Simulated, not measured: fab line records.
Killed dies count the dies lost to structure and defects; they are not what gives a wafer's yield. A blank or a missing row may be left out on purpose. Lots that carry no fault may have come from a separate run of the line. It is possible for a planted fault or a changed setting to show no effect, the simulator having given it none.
fab line records -- flow sky130 -- part 1 of 2: steps 1 to 31 of 44
record lots=5, wafers=15, lastDay=50
route steps=708 shown NWELL@79 PWDE@84 VT_ADJUST_HVTP@85 VT_ADJUST_LVTN@97 VT_ADJUST_NCORE@119
lots that met no fault: taken from a fault-free run of the same line
startH: the number of hours between the record's first day and the start of the first shown wafer of the lot -- waitH: how many hours have passed since the lot's step before this one -- " repeats the value in the row above -- L1.1+2: a row that stands for several wafers -- - no value, or no start given -- * or withheld: withheld -- < > ~ a bound
route shown NAME@n: NAME is a module with steps in the file, n the number in the route of the first one -- usual: mean/standard deviation taken from wafers without a fault -- same: alike in all rows -- chamber/n: place in a boat -- sites: each site's reading -- _std_site: the values' standard deviation -- _edge_site: mean of outer sites minus mean of inner sites -- radiusMm: for every site, how far away it sits from the centre of the wafer -- mask NAME#n: copy n -- behind: the most recent tool/chamber to have shaped the wafer -- hold: what put the lot on hold/how long, in hours/how the hold closed -- device: the transistor (n, p or np) that didn't switch -- end of line: the tests these same wafers got at the end of their route -- step lacking rows: just its recipe -- killed: dies lost to structure and defects at the first sort, not the wafer's yield -- map: a wafer's dies, marking killed ones x, the rest . and places with no die _
set.NAME: setting as actually run; set.NAME@STEP: the setting as run at that earlier step -- model.NAME: the simulator's own value behind a step, which no gauge read
lots seen at some steps along the route; tables by step, rows by wafer
services: when a tool's chamber went out of use (startH, in hours from the record's first day, below 0 if earlier), for how many hours, and the reason
## steps
# step SKY_NWELL_TW_MEAS_26
# usual NWELL_2_TW=497.8/2.3
lot.wafer,tool,chamber,startH,waitH,NWELL_2_TW
L085.3,filmMetro-01,-,171.13,0.1,496.5
L085.4,filmMetro-01,-,171.13,0.1,497.4
L085.6,filmMetro-01,-,171.13,0.1,497.7
L086.4,filmMetro-01,-,183.74,0.1,497.8
L086.5,filmMetro-01,-,183.74,0.1,498.3
L086.6,filmMetro-01,-,183.74,0.1,496.6
L088.2,filmMetro-02,-,188.43,0.1,502.8
L088.4,filmMetro-02,-,188.43,0.1,504.1
L088.5,filmMetro-02,-,188.43,0.1,503.2
L089.1,filmMetro-02,-,198.31,0.1,496.3
L089.5,filmMetro-02,-,198.31,0.1,498.1
L089.6,filmMetro-02,-,198.31,0.1,497.1
L093.1,filmMetro-01,-,227.35,0.1,493.5
L093.2,filmMetro-01,-,227.35,0.1,494.7
L093.3,filmMetro-01,-,227.35,0.1,497.7
# step SKY_NWELL_CLEAN_27
# recipe chemistry=SC1/SC2, mix=1:4:20, tempC=70, timeS=150, dry=n2Spin
lot.wafer,tool,chamber,startH,waitH
L085.3+4+6,wetBench-01,0,171.17,0.0
L086.4+5+6,wetBench-04,1,183.77,0.0
L088.2+4+5,wetBench-03,2,188.48,0.0
L089.1+5+6,wetBench-03,3,198.37,0.1
L093.1+2+3,wetBench-01,2,227.41,0.1
# step SKY_NWELL_RTA_28
# recipe tempC=1050, timeS=30, idleTempC=650, rampUpCPerS=150, rampDownCPerS=90, ambient=N2
# usual lampPowerPct=25.30/0.056, wafer_temp_C_max=1054.9/1.1
lot.wafer,tool,chamber,startH,waitH,lampPowerPct,wafer_temp_C_max
L085.3,rtpAnneal-02,0,171.26,0.0,25.26,1056.6
L085.4,rtpAnneal-02,0,171.26,0.0,25.24,1058.1
L085.6,rtpAnneal-02,0,171.26,0.0,25.24,1056.3
L086.4,rtpAnneal-02,0,183.87,0.1,25.34,1054.9
L086.5,rtpAnneal-02,0,183.87,0.1,25.20,1055.5
L086.6,rtpAnneal-02,0,183.87,0.1,25.34,1057.0
L088.2,rtpAnneal-01,0,188.57,0.0,25.27,1055.6
L088.4,rtpAnneal-01,0,188.57,0.0,25.31,1053.8
L088.5,rtpAnneal-01,0,188.57,0.0,25.29,1053.8
L089.1,rtpAnneal-01,0,198.42,0.0,25.26,1052.6
L089.5,rtpAnneal-01,0,198.42,0.0,25.23,1054.0
L089.6,rtpAnneal-01,0,198.42,0.0,25.24,1055.3
L093.1,rtpAnneal-01,0,227.47,0.0,25.26,1057.6
L093.2,rtpAnneal-01,0,227.47,0.0,25.26,1055.6
L093.3,rtpAnneal-01,0,227.47,0.0,25.31,1054.3
# step SKY_NWELL_RS_MEAS_29
# recipe thkMeasGauge=four-point-probe
# usual NWELL_RS=624.3/1.6
lot.wafer,tool,chamber,startH,waitH,NWELL_RS[ohm/sq]
L085.3,filmMetro-01,-,171.36,0.1,621.6
L085.4,filmMetro-01,-,171.36,0.1,622.3
L085.6,filmMetro-01,-,171.36,0.1,623.9
L086.4,filmMetro-02,-,183.98,0.1,624.5
L086.5,filmMetro-02,-,183.98,0.1,622.9
L086.6,filmMetro-02,-,183.98,0.1,623.4
L088.2,filmMetro-04,-,188.75,0.2,623.0
L088.4,filmMetro-04,-,188.75,0.2,624.3
L088.5,filmMetro-04,-,188.75,0.2,624.4
L089.1,filmMetro-01,-,198.52,0.1,625.1
L089.5,filmMetro-01,-,198.52,0.1,624.5
L089.6,filmMetro-01,-,198.52,0.1,621.7
L093.1,filmMetro-02,-,227.57,0.1,623.8
L093.2,filmMetro-02,-,227.57,0.1,622.0
L093.3,filmMetro-02,-,227.57,0.1,622.2
# step SKY_NWELL_RS_MEAS_31
# recipe thkMeasGauge=four-point-probe
# usual PWDE_RS=5276/15
lot.wafer,tool,chamber,startH,waitH,PWDE_RS[ohm/sq]
L085.3,filmMetro-01,-,171.60,0.1,5294
L085.4,filmMetro-01,-,171.60,0.1,5281
L085.6,filmMetro-01,-,171.60,0.1,5275
L086.4,filmMetro-02,-,184.22,0.1,5284
L086.5,filmMetro-02,-,184.22,0.1,5280
L086.6,filmMetro-02,-,184.22,0.1,5301
L088.2,filmMetro-04,-,188.99,0.1,5291
L088.4,filmMetro-04,-,188.99,0.1,5279
L088.5,filmMetro-04,-,188.99,0.1,5289
L089.1,filmMetro-01,-,198.76,0.1,5271
L089.5,filmMetro-01,-,198.76,0.1,5263
L089.6,filmMetro-01,-,198.76,0.1,5292
L093.1,filmMetro-02,-,227.81,0.1,5267
L093.2,filmMetro-02,-,227.81,0.1,5259
L093.3,filmMetro-02,-,227.81,0.1,5279
# step SKY_VT_ADJUST_HVTP_DEHYDRATE_00
# recipe tempC=200, timeS=60
lot.wafer,tool,chamber,startH,waitH
L085.3+4+6,lithoTrack-04,0,182.52,10.9
L086.4+5+6,lithoTrack-02,0,193.81,9.6
L088.2+4+5,lithoTrack-04,0,199.75,10.7
L089.1+5+6,lithoTrack-01,0,209.66,10.9
L093.1+2+3,lithoTrack-04,0,239.32,11.5
# step SKY_VT_ADJUST_HVTP_HMDS_01
# recipe primeTimeS=60, primeTempC=120
lot.wafer,tool,chamber,startH,waitH
L085.3+4+6,lithoTrack-04,0,182.67,0.1
L086.4+5+6,lithoTrack-02,0,193.96,0.1
L088.2+4+5,lithoTrack-04,0,199.90,0.1
L089.1+5+6,lithoTrack-01,0,209.81,0.1
L093.1+2+3,lithoTrack-04,0,239.47,0.1
# step SKY_VT_ADJUST_HVTP_COAT_02
# recipe resist=NOVOLAK, spinRpm=3000, resistThkNm=1140
# usual spinSpeedRpm=3000.1/1.9
lot.wafer,tool,chamber,startH,waitH,spinSpeedRpm
L085.3,lithoTrack-04,0,182.82,0.1,3002.4
L085.4,lithoTrack-04,0,182.82,0.1,3001.0
L085.6,lithoTrack-04,0,182.82,0.1,2999.3
L086.4,lithoTrack-02,0,194.11,0.1,2999.0
L086.5,lithoTrack-02,0,194.11,0.1,2999.3
L086.6,lithoTrack-02,0,194.11,0.1,3000.7
L088.2,lithoTrack-04,0,200.05,0.1,2997.8
L088.4,lithoTrack-04,0,200.05,0.1,2997.2
L088.5,lithoTrack-04,0,200.05,0.1,2999.6
L089.1,lithoTrack-01,0,209.96,0.1,3000.9
L089.5,lithoTrack-01,0,209.96,0.1,3001.0
L089.6,lithoTrack-01,0,209.96,0.1,3000.1
L093.1,lithoTrack-04,0,239.62,0.1,3002.4
L093.2,lithoTrack-04,0,239.62,0.1,3004.6
L093.3,lithoTrack-04,0,239.62,0.1,2998.6
# step SKY_VT_ADJUST_HVTP_SOFTBAKE_03
# recipe tempC=90, timeS=60, resist=NOVOLAK
lot.wafer,tool,chamber,startH,waitH
L085.3+4+6,lithoTrack-04,0,182.97,0.1
L086.4+5+6,lithoTrack-02,0,194.26,0.1
L088.2+4+5,lithoTrack-04,0,200.20,0.1
L089.1+5+6,lithoTrack-01,0,210.11,0.1
L093.1+2+3,lithoTrack-04,0,239.77,0.1
# step SKY_VT_ADJUST_HVTP_EXPOSE_04
# recipe maskId=HVTPM, na=0.6, sourceShape=conventional, sigmaOuter=0.6, polarization=unpolarized, targetCdNm=380, doseMj=140
lot.wafer,tool,chamber,startH,waitH,mask
L085.3+4+6,ilineStepper-01,0,-,-,HVTPM#0
L086.4+5+6,ilineStepper-02,0,-,-,HVTPM#0
L088.2+4+5,ilineStepper-02,0,-,-,HVTPM#0
L089.1+5+6,ilineStepper-01,0,-,-,HVTPM#0
L093.1+2+3,ilineStepper-01,0,-,-,HVTPM#0
# step SKY_VT_ADJUST_HVTP_PEB_05
# recipe tempC=withheld, timeS=*, resist=NOVOLAK
lot.wafer,tool,chamber,startH,waitH
L085.3+4+6,lithoTrack-04,0,-,-
L086.4+5+6,lithoTrack-04,0,-,-
L088.2+4+5,lithoTrack-02,0,-,-
L089.1+5+6,lithoTrack-01,0,-,-
L093.1+2+3,lithoTrack-01,0,-,-
# step SKY_VT_ADJUST_HVTP_DEVELOP_06
# recipe resist=NOVOLAK, developer=TMAH, developTimeS=60, devTempC=23
lot.wafer,tool,chamber,startH,waitH
L085.3+4+6,lithoTrack-04,0,193.52,0.1
L086.4+5+6,lithoTrack-04,0,205.00,0.1
L088.2+4+5,lithoTrack-02,0,211.41,0.1
L089.1+5+6,lithoTrack-01,0,221.36,0.1
L093.1+2+3,lithoTrack-01,0,251.46,0.1
# step SKY_VT_ADJUST_HVTP_CD_MEAS_07
# recipe targetCdNm=380
# usual cdNm=379.9/2.5
lot.wafer,tool,chamber,startH,waitH,cdNm
L085.3,cdSem-02,-,193.66,0.1,376.2
L085.4,cdSem-02,-,193.66,0.1,378.6
L085.6,cdSem-02,-,193.66,0.1,378.7
L086.4,cdSem-01,-,205.13,0.1,381.0
L086.5,cdSem-01,-,205.13,0.1,381.2
L086.6,cdSem-01,-,205.13,0.1,379.7
L088.2,cdSem-01,-,211.55,0.1,384.1
L088.4,cdSem-01,-,211.55,0.1,379.6
L088.5,cdSem-01,-,211.55,0.1,382.2
L089.1,cdSem-01,-,221.51,0.1,378.5
L089.5,cdSem-01,-,221.51,0.1,376.4
L089.6,cdSem-01,-,221.51,0.1,376.8
L093.1,cdSem-01,-,251.61,0.1,380.8
L093.2,cdSem-01,-,251.61,0.1,381.1
L093.3,cdSem-01,-,251.61,0.1,380.0
# step SKY_VT_ADJUST_HVTP_OVL_MEAS_08
# usual VT_ADJUST_HVTP_OVL=0.7/1.2
lot.wafer,tool,chamber,startH,waitH,VT_ADJUST_HVTP_OVL[nm]
L085.3,overlay-01,-,193.75,0.1,-2.0
L085.4,overlay-01,-,193.75,0.1,-2.5
L085.6,overlay-01,-,193.75,0.1,-1.2
L086.4,overlay-01,-,205.21,0.1,-0.5
L086.5,overlay-01,-,205.21,0.1,0.8
L086.6,overlay-01,-,205.21,0.1,0.6
L088.2,overlay-01,-,211.66,0.1,0.6
L088.4,overlay-01,-,211.66,0.1,1.4
L088.5,overlay-01,-,211.66,0.1,1.5
L089.1,overlay-02,-,221.63,0.1,1.0
L089.5,overlay-02,-,221.63,0.1,-1.0
L089.6,overlay-02,-,221.63,0.1,0.1
L093.1,overlay-02,-,251.73,0.1,0.6
L093.2,overlay-02,-,251.73,0.1,-0.2
L093.3,overlay-02,-,251.73,0.1,-0.5
# step SKY_VT_ADJUST_HVTP_IMPLANT_09
# recipe species=As, energyKev=150, doseCm2=4.3e+12, tiltDeg=withheld
# usual faradayCurrentUA=24.2/0.5
lot.wafer,tool,chamber,startH,waitH,faradayCurrentUA
L085.3,implanter-03,0,193.83,0.1,24.1
L085.4,implanter-03,0,193.83,0.1,23.9
L085.6,implanter-03,0,193.83,0.1,25.2
L086.4,implanter-02,0,205.30,0.1,24.8
L086.5,implanter-02,0,205.30,0.1,24.1
L086.6,implanter-02,0,205.30,0.1,23.9
L088.2,implanter-01,0,211.71,0.0,24.5
L088.4,implanter-01,0,211.71,0.0,23.4
L088.5,implanter-01,0,211.71,0.0,24.3
L089.1,implanter-03,0,221.66,0.0,25.4
L089.5,implanter-03,0,221.66,0.0,24.3
L089.6,implanter-03,0,221.66,0.0,24.0
L093.1,implanter-03,0,251.76,0.0,24.8
L093.2,implanter-03,0,251.76,0.0,23.9
L093.3,implanter-03,0,251.76,0.0,24.7
# step SKY_VT_ADJUST_HVTP_STRIP_10
# recipe chemistry=O2/N2, powerW=1400, pressureMtorr=1500, platenTempC=withheld, o2FlowSccm=3000, n2FlowSccm=300, overashFraction=0.5
# usual drypumpMotorCurrentA=5.7/0.4, n2FlowSccm=300.1/0.95, oesProductAu=0.715/0.0052, stripTimeToEndpointS=14.18/0.037
lot.wafer,tool,chamber,startH,waitH,drypumpMotorCurrentA,n2FlowSccm,oesProductAu,rfHoursCounterH,stripTimeToEndpointS
L085.3,plasmaAsher-01,1,193.96,0.1,6.1,301.2,0.713,-,14.20
L085.4,plasmaAsher-01,0,193.96,0.1,5.5,300.1,0.707,-,14.20
L085.6,plasmaAsher-01,0,193.96,0.1,5.5,298.6,0.714,-,14.19
L086.4,plasmaAsher-03,0,205.41,0.1,5.5,298.0,0.725,-,14.17
L086.5,plasmaAsher-03,1,205.41,0.1,6.0,300.5,0.719,-,14.16
L086.6,plasmaAsher-03,0,205.41,0.1,5.5,299.8,0.714,-,14.18
L088.2,plasmaAsher-03,0,211.84,0.1,5.5,300.4,0.725,40,14.13
L088.4,plasmaAsher-03,1,211.84,0.1,6.0,301.1,0.710,-,14.13
L088.5,plasmaAsher-03,0,211.84,0.1,5.4,300.3,0.725,-,14.16
L089.1,plasmaAsher-03,0,221.81,0.1,5.5,299.3,0.706,41,14.26
L089.5,plasmaAsher-03,1,221.81,0.1,5.9,300.8,0.712,-,14.26
L089.6,plasmaAsher-03,0,221.81,0.1,5.5,298.9,0.716,-,14.28
L093.1,plasmaAsher-03,0,251.91,0.1,5.4,300.3,0.716,44,14.20
L093.2,plasmaAsher-03,1,251.91,0.1,5.9,301.1,0.706,44,14.24
L093.3,plasmaAsher-03,1,251.91,0.1,6.0,301.6,0.717,-,14.26
# step SKY_VT_ADJUST_HVTP_TW_MEAS_11
# usual VT_ADJUST_HVTP_TW=1362/7.1
lot.wafer,tool,chamber,startH,waitH,VT_ADJUST_HVTP_TW
L085.3,filmMetro-02,-,194.05,0.1,1360
L085.4,filmMetro-02,-,194.05,0.1,1366
L085.6,filmMetro-02,-,194.05,0.1,1363
L086.4,filmMetro-01,-,205.51,0.1,1349
L086.5,filmMetro-01,-,205.51,0.1,1356
L086.6,filmMetro-01,-,205.51,0.1,1360
L088.2,filmMetro-02,-,211.95,0.1,1352
L088.4,filmMetro-02,-,211.95,0.1,1348
L088.5,filmMetro-02,-,211.95,0.1,1358
L089.1,filmMetro-01,-,221.91,0.1,1361
L089.5,filmMetro-01,-,221.91,0.1,1358
L089.6,filmMetro-01,-,221.91,0.1,1356
L093.1,filmMetro-03,-,252.01,0.1,1370
L093.2,filmMetro-03,-,252.01,0.1,1360
L093.3,filmMetro-03,-,252.01,0.1,1367
# step SKY_VT_ADJUST_LVTN_DEHYDRATE_00
# recipe tempC=200, timeS=60
lot.wafer,tool,chamber,startH,waitH
L085.3+4+6,lithoTrack-02,0,204.23,10.2
L086.4+5+6,lithoTrack-03,0,216.49,11.0
L088.2+4+5,lithoTrack-01,0,222.53,10.6
L089.1+5+6,lithoTrack-03,0,233.27,11.3
L093.1+2+3,lithoTrack-03,0,263.17,11.1
# step SKY_VT_ADJUST_LVTN_HMDS_01
# recipe primeTimeS=60, primeTempC=120
lot.wafer,tool,chamber,startH,waitH
L085.3+4+6,lithoTrack-02,0,204.38,0.1
L086.4+5+6,lithoTrack-03,0,216.64,0.1
L088.2+4+5,lithoTrack-01,0,222.68,0.1
L089.1+5+6,lithoTrack-03,0,233.42,0.1
L093.1+2+3,lithoTrack-03,0,263.32,0.1
# step SKY_VT_ADJUST_LVTN_COAT_02
# recipe spinRpm=2000, resistThkNm=3000
# usual spinSpeedRpm=2000.3/1.5
lot.wafer,tool,chamber,startH,waitH,spinSpeedRpm
L085.3,lithoTrack-02,0,204.53,0.1,1997.4
L085.4,lithoTrack-02,0,204.53,0.1,1999.5
L085.6,lithoTrack-02,0,204.53,0.1,1999.2
L086.4,lithoTrack-03,0,216.79,0.1,1999.7
L086.5,lithoTrack-03,0,216.79,0.1,2000.6
L086.6,lithoTrack-03,0,216.79,0.1,2003.0
L088.2,lithoTrack-01,0,222.83,0.1,1999.6
L088.4,lithoTrack-01,0,222.83,0.1,2001.0
L088.5,lithoTrack-01,0,222.83,0.1,1997.9
L089.1,lithoTrack-03,0,233.57,0.1,2000.4
L089.5,lithoTrack-03,0,233.57,0.1,2000.1
L089.6,lithoTrack-03,0,233.57,0.1,2002.7
L093.1,lithoTrack-03,0,263.47,0.1,2003.0
L093.2,lithoTrack-03,0,263.47,0.1,2002.3
L093.3,lithoTrack-03,0,263.47,0.1,2002.5
# step SKY_VT_ADJUST_LVTN_SOFTBAKE_03
# recipe tempC=110, timeS=withheld
lot.wafer,tool,chamber,startH,waitH
L085.3+4+6,lithoTrack-02,0,204.70,0.1
L086.4+5+6,lithoTrack-03,0,216.97,0.1
L088.2+4+5,lithoTrack-01,0,222.99,0.1
L089.1+5+6,lithoTrack-03,0,233.72,0.1
L093.1+2+3,lithoTrack-03,0,263.62,0.1
# step SKY_VT_ADJUST_LVTN_EXPOSE_04
# recipe maskId=NWM_COMPLEMENT_LESS_NATIVE, na=0.6, sourceShape=conventional, sigmaOuter=0.6, polarization=unpolarized, targetCdNm=840, doseMj=194
lot.wafer,tool,chamber,startH,waitH,mask
L085.3+4+6,ilineStepper-02,0,-,-,NWM_COMPLEMENT_LESS_NATIVE#0
L086.4+5+6,ilineStepper-01,0,-,-,NWM_COMPLEMENT_LESS_NATIVE#0
L088.2+4+5,ilineStepper-02,0,-,-,NWM_COMPLEMENT_LESS_NATIVE#0
L089.1+5+6,ilineStepper-02,0,-,-,NWM_COMPLEMENT_LESS_NATIVE#0
L093.1+2+3,ilineStepper-01,0,-,-,NWM_COMPLEMENT_LESS_NATIVE#0
# step SKY_VT_ADJUST_LVTN_PEB_05
# recipe tempC=115, timeS=withheld
lot.wafer,tool,chamber,startH,waitH
L085.3+4+6,lithoTrack-01,0,-,-
L086.4+5+6,lithoTrack-01,0,-,-
L088.2+4+5,lithoTrack-01,0,-,-
L089.1+5+6,lithoTrack-03,0,-,-
L093.1+2+3,lithoTrack-01,0,-,-
# step SKY_VT_ADJUST_LVTN_DEVELOP_06
# recipe wallAngleDeg=90, developer=TMAH, developTimeS=60, devTempC=23
lot.wafer,tool,chamber,startH,waitH
L085.3+4+6,lithoTrack-01,0,-,-
L086.4+5+6,lithoTrack-01,0,-,-
L088.2+4+5,lithoTrack-01,0,-,-
L089.1+5+6,lithoTrack-03,0,-,-
L093.1+2+3,lithoTrack-01,0,-,-
# step SKY_VT_ADJUST_LVTN_OVL_MEAS_07
# usual VT_ADJUST_LVTN_OVL=0.0/1.7
lot.wafer,tool,chamber,startH,waitH,VT_ADJUST_LVTN_OVL[nm]
L085.3,overlay-02,-,216.32,-,-0.5
L085.4,overlay-02,-,216.32,-,0.1
L085.6,overlay-02,-,216.32,-,0.1
L086.4,overlay-01,-,229.08,-,-1.5
L086.5,overlay-01,-,229.08,-,-2.1
L086.6,overlay-01,-,229.08,-,-1.6
L088.2,overlay-02,-,235.21,-,1.5
L088.4,overlay-02,-,235.21,-,1.0
L088.5,overlay-02,-,235.21,-,1.7
L089.1,overlay-02,-,245.42,-,2.1
L089.5,overlay-02,-,245.42,-,1.4
L089.6,overlay-02,-,245.42,-,2.8
L093.1,overlay-02,-,275.21,-,0.0
L093.2,overlay-02,-,275.21,-,0.6
L093.3,overlay-02,-,275.21,-,0.6
# step SKY_VT_ADJUST_LVTN_IMPLANT_08
# recipe species=B, energyKev=30, doseCm2=1.57e+12, tiltDeg=withheld
# usual faradayCurrentUA=8.83/0.17
lot.wafer,tool,chamber,startH,waitH,faradayCurrentUA
L085.3,implanter-04,0,216.39,0.1,8.78
L085.4,implanter-04,0,216.39,0.1,8.84
L085.6,implanter-04,0,216.39,0.1,8.73
L086.4,implanter-03,0,229.17,0.1,8.75
L086.5,implanter-03,0,229.17,0.1,8.96
L086.6,implanter-03,0,229.17,0.1,8.86
L088.2,implanter-04,0,235.27,0.0,8.57
L088.4,implanter-04,0,235.27,0.0,8.78
L088.5,implanter-04,0,235.27,0.0,8.80
L089.1,implanter-02,0,245.45,0.0,8.68
L089.5,implanter-02,0,245.45,0.0,8.78
L089.6,implanter-02,0,245.45,0.0,9.02
L093.1,implanter-02,0,275.24,0.0,8.77
L093.2,implanter-02,0,275.24,0.0,8.49
L093.3,implanter-02,0,275.24,0.0,8.79
# step SKY_VT_ADJUST_LVTN_STRIP_09
# recipe chemistry=O2/N2, powerW=1400, pressureMtorr=1500, platenTempC=withheld, o2FlowSccm=3000, n2FlowSccm=300, overashFraction=0.5
# usual drypumpMotorCurrentA=5.6/0.34, n2FlowSccm=299.9/0.94, oesProductAu=0.722/0.0047, stripTimeToEndpointS=36.95/0.12
lot.wafer,tool,chamber,startH,waitH,drypumpMotorCurrentA,n2FlowSccm,oesProductAu,rfHoursCounterH,stripTimeToEndpointS
L085.3,plasmaAsher-03,1,216.53,0.1,6.0,300.2,0.725,-,36.86
L085.4,plasmaAsher-03,0,216.53,0.1,5.4,298.2,0.727,-,36.93
L085.6,plasmaAsher-03,0,216.53,0.1,5.4,301.1,0.708,-,36.95
L086.4,plasmaAsher-03,0,229.28,0.1,5.4,300.6,0.722,-,36.87
L086.5,plasmaAsher-03,1,229.28,0.1,6.0,298.8,0.725,-,36.78
L086.6,plasmaAsher-03,0,229.28,0.1,5.5,300.4,0.725,-,36.85
L088.2,plasmaAsher-03,0,235.39,0.1,5.5,300.6,0.713,42,37.01
L088.4,plasmaAsher-03,1,235.39,0.1,6.0,300.4,0.726,-,37.12
L088.5,plasmaAsher-03,0,235.39,0.1,5.5,300.6,0.721,-,37.10
L089.1,plasmaAsher-02,1,245.60,0.1,4.9,299.8,0.727,13,36.89
L089.5,plasmaAsher-02,0,245.60,0.1,6.0,299.0,0.726,-,36.90
L089.6,plasmaAsher-02,1,245.60,0.1,4.9,300.1,0.714,-,37.03
L093.1,plasmaAsher-03,1,275.39,0.1,6.0,300.6,0.729,46,36.85
L093.2,plasmaAsher-03,0,275.39,0.1,5.5,299.8,0.720,46,36.89
L093.3,plasmaAsher-03,0,275.39,0.1,5.5,299.9,0.721,-,36.72
# step SKY_VT_ADJUST_LVTN_TW_MEAS_10
# usual VT_ADJUST_LVTN_TW=242.9/1.3
lot.wafer,tool,chamber,startH,waitH,VT_ADJUST_LVTN_TW
L085.3,filmMetro-04,-,216.61,0.1,243.4
L085.4,filmMetro-04,-,216.61,0.1,244.5
L085.6,filmMetro-04,-,216.61,0.1,242.7
L086.4,filmMetro-04,-,229.37,0.1,245.0
L086.5,filmMetro-04,-,229.37,0.1,244.8
L086.6,filmMetro-04,-,229.37,0.1,243.3
L088.2,filmMetro-03,-,235.50,0.1,243.9
L088.4,filmMetro-03,-,235.50,0.1,244.0
L088.5,filmMetro-03,-,235.50,0.1,243.7
L089.1,filmMetro-04,-,245.70,0.1,244.9
L089.5,filmMetro-04,-,245.70,0.1,243.7
L089.6,filmMetro-04,-,245.70,0.1,244.0
L093.1,filmMetro-03,-,275.49,0.1,245.3
L093.2,filmMetro-03,-,275.49,0.1,245.5
L093.3,filmMetro-03,-,275.49,0.1,243.5
# step SKY_VT_ADJUST_LVTN_DEHYDRATE_11
# recipe tempC=200, timeS=60
lot.wafer,tool,chamber,startH,waitH
L085.3+4+6,lithoTrack-02,0,228.18,11.6
L086.4+5+6,lithoTrack-01,0,240.98,11.6
L088.2+4+5,lithoTrack-02,0,246.91,11.4
L089.1+5+6,lithoTrack-01,0,257.36,11.6
L093.1+2+3,lithoTrack-01,0,286.61,11.1
# step SKY_VT_ADJUST_LVTN_HMDS_12
# recipe primeTimeS=60, primeTempC=120
lot.wafer,tool,chamber,startH,waitH
L085.3+4+6,lithoTrack-02,0,228.33,0.1
L086.4+5+6,lithoTrack-01,0,241.13,0.1
L088.2+4+5,lithoTrack-02,0,247.06,0.1
L089.1+5+6,lithoTrack-01,0,257.51,0.1
L093.1+2+3,lithoTrack-01,0,286.76,0.1
# step SKY_VT_ADJUST_LVTN_COAT_13
# recipe resist=NOVOLAK, spinRpm=3000, resistThkNm=1140
# usual spinSpeedRpm=3000.3/1.9
lot.wafer,tool,chamber,startH,waitH,spinSpeedRpm
L085.3,lithoTrack-02,0,228.48,0.1,3001.9
L085.4,lithoTrack-02,0,228.48,0.1,2999.6
L085.6,lithoTrack-02,0,228.48,0.1,3000.1
L086.4,lithoTrack-01,0,241.28,0.1,3001.3
L086.5,lithoTrack-01,0,241.28,0.1,3000.5
L086.6,lithoTrack-01,0,241.28,0.1,2999.4
L088.2,lithoTrack-02,0,247.21,0.1,3000.0
L088.4,lithoTrack-02,0,247.21,0.1,3001.9
L088.5,lithoTrack-02,0,247.21,0.1,3000.4
L089.1,lithoTrack-01,0,257.66,0.1,3000.1
L089.5,lithoTrack-01,0,257.66,0.1,2998.4
L089.6,lithoTrack-01,0,257.66,0.1,2998.7
L093.1,lithoTrack-01,0,286.91,0.1,3000.9
L093.2,lithoTrack-01,0,286.91,0.1,3003.8
L093.3,lithoTrack-01,0,286.91,0.1,3001.0
